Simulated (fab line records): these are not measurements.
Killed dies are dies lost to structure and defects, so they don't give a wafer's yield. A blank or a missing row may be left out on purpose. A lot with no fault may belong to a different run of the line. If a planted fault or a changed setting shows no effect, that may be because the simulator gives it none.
fab line records ; flow sky130
[record] lots = 12; wafers = 36; lastDay = 50
route steps=708 shown VT_ADJUST_NCORE@121 LDD_HVN@274 SD_P@328 CONTACT@433
lots untouched by any fault: they come from a run of this same line in which no faults occurred
startH: the number of hours between the record's first day and the start of the first shown wafer of the lot ; waitH: time in hours since the lot's previous step ; " the same as in the row above ; L1.1+2: one row covering several wafers at once ; - no value, or no start given ; * or withheld: withheld ; < > ~ a bound
route shown NAME@n: a module of which the file shows steps, and the number in the route of the first ; usual: mean/standard deviation of fault-free wafers ; same: alike in all rows ; chamber/n: place in a boat ; sites: the reading at each site ; _std_site: standard deviation across them ; _edge_site: outer sites' mean less inner sites' ; radiusMm: how far each site lies from the wafer's centre ; mask NAME#n: copy n ; behind: the tool/chamber that last shaped the wafer ; hold: why the lot was held/for how many hours/how that ended ; device: transistor that didn't switch, given as n, p or np ; end of line: the same wafers' tests at the end of the route ; a step with no rows: only its recipe ; killed: count of dies lost to structure and defects at first sort (not the wafer's yield) ; map: dies across one wafer; x = killed, . = not, _ = none there
set.NAME: the setting that was run; set.NAME@STEP: the one run at that earlier step ; model.NAME: the simulator's own value behind a step, which no gauge read
one table for each step of the route and one row for each wafer, over a sample of lots
services: from which hour (startH, from the record's first day; less than 0 if before it) a tool's chamber was out of use, for how many hours, and why
[[steps]]
[step SKY_VT_ADJUST_NCORE_COAT_02]
[recipe] resist = NOVOLAK; spinRpm = 3000; resistThkNm = 1140
[usual] spinSpeedRpm = 3000.2/1.8
lot.wafer;tool;chamber;startH;waitH;spinSpeedRpm
L603.3;lithoTrack-04;0;170.22;0.1;3001.0
L603.4;lithoTrack-04;0;170.22;0.1;3000.3
L603.5;lithoTrack-04;0;170.22;0.1;3000.0
L604.3;lithoTrack-01;0;179.73;0.1;2996.8
L604.4;lithoTrack-01;0;179.73;0.1;2997.7
L604.6;lithoTrack-01;0;179.73;0.1;3001.9
L606.2;lithoTrack-04;0;200.69;0.1;3001.0
L606.4;lithoTrack-04;0;200.69;0.1;3000.7
L606.5;lithoTrack-04;0;200.69;0.1;2999.7
L608.4;lithoTrack-01;0;207.46;0.1;2997.5
L608.5;lithoTrack-01;0;207.46;0.1;2999.6
L608.6;lithoTrack-01;0;207.46;0.1;2999.8
L609.2;lithoTrack-01;0;215.66;0.1;2849.6
L609.5;lithoTrack-01;0;215.66;0.1;2846.6
L609.6;lithoTrack-01;0;215.66;0.1;2849.3
L610.2;lithoTrack-01;0;222.76;0.1;2846.8
L610.4;lithoTrack-01;0;222.76;0.1;2850.2
L610.6;lithoTrack-01;0;222.76;0.1;2845.2
L611.3;lithoTrack-02;0;228.00;0.1;2999.4
L611.5;lithoTrack-02;0;228.00;0.1;2998.5
L611.6;lithoTrack-02;0;228.00;0.1;2997.7
L619.1;lithoTrack-02;0;281.25;0.1;2999.9
L619.3;lithoTrack-02;0;281.25;0.1;2997.9
L619.5;lithoTrack-02;0;281.25;0.1;2996.5
L620.1;lithoTrack-02;0;288.05;0.1;3000.6
L620.2;lithoTrack-02;0;288.05;0.1;3002.4
L620.6;lithoTrack-02;0;288.05;0.1;2998.8
L621.1;lithoTrack-04;0;295.31;0.1;2999.5
L621.4;lithoTrack-04;0;295.31;0.1;3001.1
L621.6;lithoTrack-04;0;295.31;0.1;2999.0
L623.2;lithoTrack-02;0;308.57;0.1;2998.5
L623.5;lithoTrack-02;0;308.57;0.1;2997.9
L623.6;lithoTrack-02;0;308.57;0.1;3000.2
L626.1;lithoTrack-04;0;334.51;0.1;3000.3
L626.5;lithoTrack-04;0;334.51;0.1;3002.6
L626.6;lithoTrack-04;0;334.51;0.1;3001.2
[step SKY_VT_ADJUST_NCORE_STRIP_10]
[recipe] chemistry = O2/N2; powerW = 1400; pressureMtorr = 1500; platenTempC = withheld; o2FlowSccm = 3000; n2FlowSccm = 300; overashFraction = 0.5
[usual] drypumpMotorCurrentA = 5.29/0.28; oesProductAu = 0.715/0.0043; stripTimeToEndpointS = 14.18/0.042
[same] overashFraction = 0.5
lot.wafer;tool;chamber;startH;waitH;drypumpMotorCurrentA;oesProductAu;rfHoursCounterH;stripTimeToEndpointS
L603.3;plasmaAsher-03;1;181.20;0.1;5.70;0.719;-;14.18
L603.4;plasmaAsher-03;0;181.20;0.1;5.61;0.715;-;14.21
L603.5;plasmaAsher-03;1;181.20;0.1;5.72;0.716;-;14.17
L604.3;plasmaAsher-01;1;190.64;0.1;4.84;0.716;-;14.19
L604.4;plasmaAsher-01;0;190.64;0.1;5.44;0.714;-;14.23
L604.6;plasmaAsher-01;0;190.64;0.1;5.43;0.706;-;14.18
L606.2;plasmaAsher-03;1;212.26;0.1;5.69;0.715;9;14.17
L606.4;plasmaAsher-03;1;212.26;0.1;5.74;0.714;-;14.17
L606.5;plasmaAsher-03;0;212.26;0.1;5.60;0.710;-;14.19
L608.4;plasmaAsher-03;1;218.80;0.1;5.68;0.721;-;14.16
L608.5;plasmaAsher-03;1;218.80;0.1;5.67;0.715;-;14.13
L608.6;plasmaAsher-03;0;218.80;0.1;5.60;0.717;-;14.16
L609.2;plasmaAsher-04;1;227.69;0.1;5.37;0.712;54;14.43
L609.5;plasmaAsher-04;1;227.69;0.1;5.38;0.710;-;14.46
L609.6;plasmaAsher-04;0;227.69;0.1;5.10;0.717;-;14.41
L610.2;plasmaAsher-01;1;234.66;0.1;4.89;0.710;43;14.45
L610.4;plasmaAsher-01;0;234.66;0.1;5.41;0.719;-;14.39
L610.6;plasmaAsher-01;0;234.66;0.1;5.41;0.714;-;14.43
L611.3;plasmaAsher-04;0;239.89;0.1;5.12;0.712;-;14.12
L611.5;plasmaAsher-04;0;239.89;0.1;5.09;0.713;-;14.19
L611.6;plasmaAsher-04;1;239.89;0.1;5.38;0.716;-;14.14
L619.1;plasmaAsher-04;1;294.36;0.1;5.36;0.718;61;14.17
L619.3;plasmaAsher-04;1;294.36;0.1;5.36;0.713;-;14.16
L619.5;plasmaAsher-04;0;294.36;0.1;5.11;0.711;-;14.19
L620.1;plasmaAsher-04;0;300.99;0.1;5.11;0.715;61;14.24
L620.2;plasmaAsher-04;1;300.99;0.1;5.37;0.711;61;14.20
L620.6;plasmaAsher-04;0;300.99;0.1;5.12;0.710;-;14.25
L621.1;plasmaAsher-03;0;308.56;0.1;5.59;0.714;19;14.26
L621.4;plasmaAsher-03;0;308.56;0.1;5.58;0.716;-;14.28
L621.6;plasmaAsher-03;0;308.56;0.1;5.57;0.710;-;14.28
L623.2;plasmaAsher-04;0;322.79;0.1;5.11;0.713;63;14.22
L623.5;plasmaAsher-04;0;322.79;0.1;5.12;0.721;-;14.15
L623.6;plasmaAsher-04;1;322.79;0.1;5.36;0.715;-;14.19
L626.1;plasmaAsher-04;0;348.61;0.1;5.11;0.712;66;14.22
L626.5;plasmaAsher-04;0;348.61;0.1;5.11;0.720;-;14.16
L626.6;plasmaAsher-04;1;348.61;0.1;5.38;0.720;-;14.18
[step SKY_LDD_HVN_OVL_MEAS_07]
[usual] LDD_HVN_OVL = -0.7/1.5
lot.wafer;tool;chamber;startH;waitH;LDD_HVN_OVL[nm]
L603.3;overlay-02;-;458.26;0.1;-1.7
L603.4;overlay-02;-;458.26;0.1;-3.8
L603.5;overlay-02;-;458.26;0.1;-4.9
L604.3;overlay-01;-;469.36;0.1;0.6
L604.4;overlay-01;-;469.36;0.1;0.7
L604.6;overlay-01;-;469.36;0.1;-0.5
L606.2;overlay-02;-;505.36;0.1;2.6
L606.4;overlay-02;-;505.36;0.1;-0.5
L606.5;overlay-02;-;505.36;0.1;-0.9
L608.4;overlay-01;-;512.52;0.1;2.7
L608.5;overlay-01;-;512.52;0.1;0.8
L608.6;overlay-01;-;512.52;0.1;1.2
L609.2;overlay-02;-;525.27;0.1;-2.5
L609.5;overlay-02;-;525.27;0.1;0.1
L609.6;overlay-02;-;525.27;0.1;-3.1
L610.2;overlay-02;-;538.57;0.1;1.2
L610.4;overlay-02;-;538.57;0.1;1.4
L610.6;overlay-02;-;538.57;0.1;-1.0
L611.3;overlay-02;-;541.68;0.1;-0.3
L611.5;overlay-02;-;541.68;0.1;0.1
L611.6;overlay-02;-;541.68;0.1;-2.2
L619.1;overlay-02;-;605.15;0.1;1.0
L619.3;overlay-02;-;605.15;0.1;2.1
L619.5;overlay-02;-;605.15;0.1;1.4
L620.1;overlay-02;-;617.15;0.1;-0.7
L620.2;overlay-02;-;617.15;0.1;-1.3
L620.6;overlay-02;-;617.15;0.1;-2.2
L621.1;overlay-01;-;620.20;0.1;-2.4
L621.4;overlay-01;-;620.20;0.1;1.1
L621.6;overlay-01;-;620.20;0.1;-2.5
L623.2;overlay-02;-;634.50;0.1;-2.6
L623.5;overlay-02;-;634.50;0.1;-1.5
L623.6;overlay-02;-;634.50;0.1;-0.6
L626.1;overlay-01;-;661.85;0.1;-1.8
L626.5;overlay-01;-;661.85;0.1;-2.3
L626.6;overlay-01;-;661.85;0.1;-2.0
[step SKY_SD_P_OVL_MEAS_08]
[usual] SD_P_OVL = 0.4/1.5
lot.wafer;tool;chamber;startH;waitH;SD_P_OVL[nm]
L603.3;overlay-02;-;581.43;0.1;2.5
L603.4;overlay-02;-;581.43;0.1;2.9
L603.5;overlay-02;-;581.43;0.1;1.9
L604.3;overlay-02;-;593.88;0.1;1.1
L604.4;overlay-02;-;593.88;0.1;-1.1
L604.6;overlay-02;-;593.88;0.1;-1.0
L606.2;overlay-02;-;628.63;0.1;1.7
L606.4;overlay-02;-;628.63;0.1;2.1
L606.5;overlay-02;-;628.63;0.1;0.9
L608.4;overlay-02;-;633.93;0.1;-2.0
L608.5;overlay-02;-;633.93;0.1;0.1
L608.6;overlay-02;-;633.93;0.1;-0.4
L609.2;overlay-01;-;646.19;0.1;0.5
L609.5;overlay-01;-;646.19;0.1;-0.9
L609.6;overlay-01;-;646.19;0.1;2.0
L610.2;overlay-02;-;659.23;0.1;3.3
L610.4;overlay-02;-;659.23;0.1;0.9
L610.6;overlay-02;-;659.23;0.1;1.7
L611.3;overlay-02;-;662.98;0.1;-0.4
L611.5;overlay-02;-;662.98;0.1;-0.9
L611.6;overlay-02;-;662.98;0.1;-2.2
L619.1;overlay-01;-;721.82;0.1;0.6
L619.3;overlay-01;-;721.82;0.1;1.4
L619.5;overlay-01;-;721.82;0.1;0.2
L620.1;overlay-01;-;733.52;0.1;-1.7
L620.2;overlay-01;-;733.52;0.1;-0.7
L620.6;overlay-01;-;733.52;0.1;-2.1
L621.1;overlay-01;-;736.27;0.1;-3.6
L621.4;overlay-01;-;736.27;0.1;-3.3
L621.6;overlay-01;-;736.27;0.1;-2.0
L623.2;overlay-01;-;748.28;0.1;-0.1
L623.5;overlay-01;-;748.28;0.1;0.1
L623.6;overlay-01;-;748.28;0.1;0.0
L626.1;overlay-01;-;773.72;0.1;1.6
L626.5;overlay-01;-;773.72;0.1;2.3
L626.6;overlay-01;-;773.72;0.1;0.0
[step SKY_CONTACT_CMP_27]
[recipe] stopOn = SiO2; tOverpolishS = 15; downForcePsi = 3.5; platenRpm = 60; targetThkNm = 0; padVelocityMS = 0.94248
[usual] motorCurrentA = 10.6/1.1; overpolishRunS = 15.000/0.0093; retainingRingPressureFrac = 1.001/0.0049; timeToEndpointS = 80/3.5
lot.wafer;tool;chamber;startH;waitH;motorCurrentA;overpolishRunS;retainingRingPressureFrac;timeToEndpointS
L603.3;cmp-02;2;731.48;0.0;11.7;14.994;0.998;81
L603.4;cmp-02;0;731.48;0.0;11.5;15.004;1.010;84
L603.5;cmp-02;2;731.48;0.0;11.7;15.007;0.998;81
L604.3;cmp-01;0;744.68;0.0;8.7;14.998;1.003;77
L604.4;cmp-01;2;744.68;0.0;11.8;14.995;1.002;76
L604.6;cmp-01;0;744.68;0.0;8.6;15.000;1.002;79
L606.4;cmp-01;0;774.44;0.1;9.1;14.993;1.009;79
L606.2;cmp-01;1;774.44;0.1;9.2;15.008;0.999;85
L606.5;cmp-01;2;774.44;0.1;11.6;14.983;0.994;84
L608.4;cmp-02;3;778.61;0.1;11.1;14.998;0.999;81
L608.6;cmp-02;2;778.61;0.1;11.1;14.999;1.002;82
L608.5;cmp-02;3;778.61;0.1;10.5;15.005;0.996;82
L609.2;cmp-01;2;790.30;0.2;11.7;14.994;0.998;82
L609.5;cmp-01;3;790.30;0.2;11.4;15.003;1.006;85
L609.6;cmp-01;0;790.30;0.2;9.3;15.003;1.003;78
L610.2;cmp-01;1;802.81;0.1;9.0;14.999;1.005;84
L610.4;cmp-01;2;802.81;0.1;11.8;15.000;1.004;78
L610.6;cmp-01;3;802.81;0.1;11.5;14.983;1.005;81
L611.3;cmp-01;1;804.30;0.1;9.2;14.988;1.009;82
L611.5;cmp-01;3;804.30;0.1;10.9;14.994;0.998;83
L611.6;cmp-01;0;804.30;0.1;8.8;15.014;1.005;79
L619.1;cmp-01;2;863.59;0.1;11.4;15.010;0.994;81
L619.3;cmp-01;3;863.59;0.1;11.2;14.994;1.001;79
L619.5;cmp-01;0;863.59;0.1;9.1;15.013;0.995;79
L620.1;cmp-01;0;870.28;0.1;8.4;15.011;1.010;80
L620.2;cmp-01;3;870.28;0.1;11.6;14.992;1.000;81
L620.6;cmp-01;0;870.28;0.1;9.3;14.984;0.996;78
L621.1;cmp-02;0;873.86;0.1;10.8;15.016;1.003;73
L621.4;cmp-02;3;873.86;0.1;11.5;15.002;1.000;77
L621.6;cmp-02;1;873.86;0.1;10.8;15.017;1.008;76
L623.2;cmp-02;0;889.95;0.4;10.9;14.996;1.003;79
L623.5;cmp-02;2;889.95;0.4;11.1;15.006;0.998;80
L623.6;cmp-02;3;889.95;0.4;11.1;14.986;1.005;78
L626.1;cmp-01;0;909.61;0.1;9.2;14.988;1.001;80
L626.5;cmp-01;2;909.61;0.1;12.0;14.985;0.999;84
L626.6;cmp-01;3;909.61;0.1;11.4;14.998;0.998;82
[[services]]
tool;chamber;startH;hours;kind
cmp-02;-;159.21;3.0;pm
cmp-02;-;166.77;1.2;repair
cmp-02;-;176.69;0.5;repair
plasmaAsher-04;-;178.44;7.0;repair
cmp-01;-;185.65;4.2;pm
cmp-02;-;191.27;0.4;repair
plasmaAsher-04;-;206.04;1.6;repair
cmp-01;-;222.93;5.1;pm
cmp-01;-;232.00;4.0;pm
cmp-02;-;263.23;2.3;repair
cmp-02;-;275.51;5.0;pm
cmp-02;-;290.82;3.0;repair
plasmaAsher-03;-;322.17;3.6;repair
cmp-01;-;344.33;14.5;pm
cmp-01;-;398.12;2.8;repair
cmp-01;-;513.38;0.7;repair
plasmaAsher-04;-;542.33;2.8;pm
cmp-01;-;554.65;5.9;pm
cmp-01;-;567.15;7.7;repair
cmp-01;-;574.89;4.0;pm
cmp-01;-;587.84;1.9;repair
plasmaAsher-04;-;733.75;9.0;pm
cmp-01;-;878.97;6.1;pm
cmp-01;-;889.05;4.6;repair
[[key]]
[firstSign] step = SKY_VT_ADJUST_NCORE_COAT_02; reading = spinSpeedRpm; direction = down; sigmas = 86; usual = 3000.2; struck = 2848.0
[effect] step = SKY_VT_ADJUST_NCORE_STRIP_10; reading = stripTimeToEndpointS; direction = up; sigmas = 5.9; usual = *; struck = *
metAt SKY_VT_ADJUST_NCORE_COAT_02
struckLots L609,L610
testerLeftOut L609,L610
notActingAt SKY_LDD_HVN_OVL_MEAS_07,SKY_SD_P_OVL_MEAS_08,SKY_CONTACT_CMP_27
onsetBetween 207.46 215.66
[fault] kind = processParameterDrift; tool = lithoTrack-01; chamber = -; onsetH = 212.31; steps = SKY_VT_ADJUST_NCORE_COAT_02; channel = spinRpm; offset = -151.84; shape = step; endH = 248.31; actsIn = theseRecipesOnly; stated = 3000
// testerLeftOut: of these lots the tester's yield and bins aren't shown, on N5 and GAA mostly nor the transistor test; their killed dies are dies lost to structure and defects alone, not to doping, threshold or leakage, so they don't give the yield
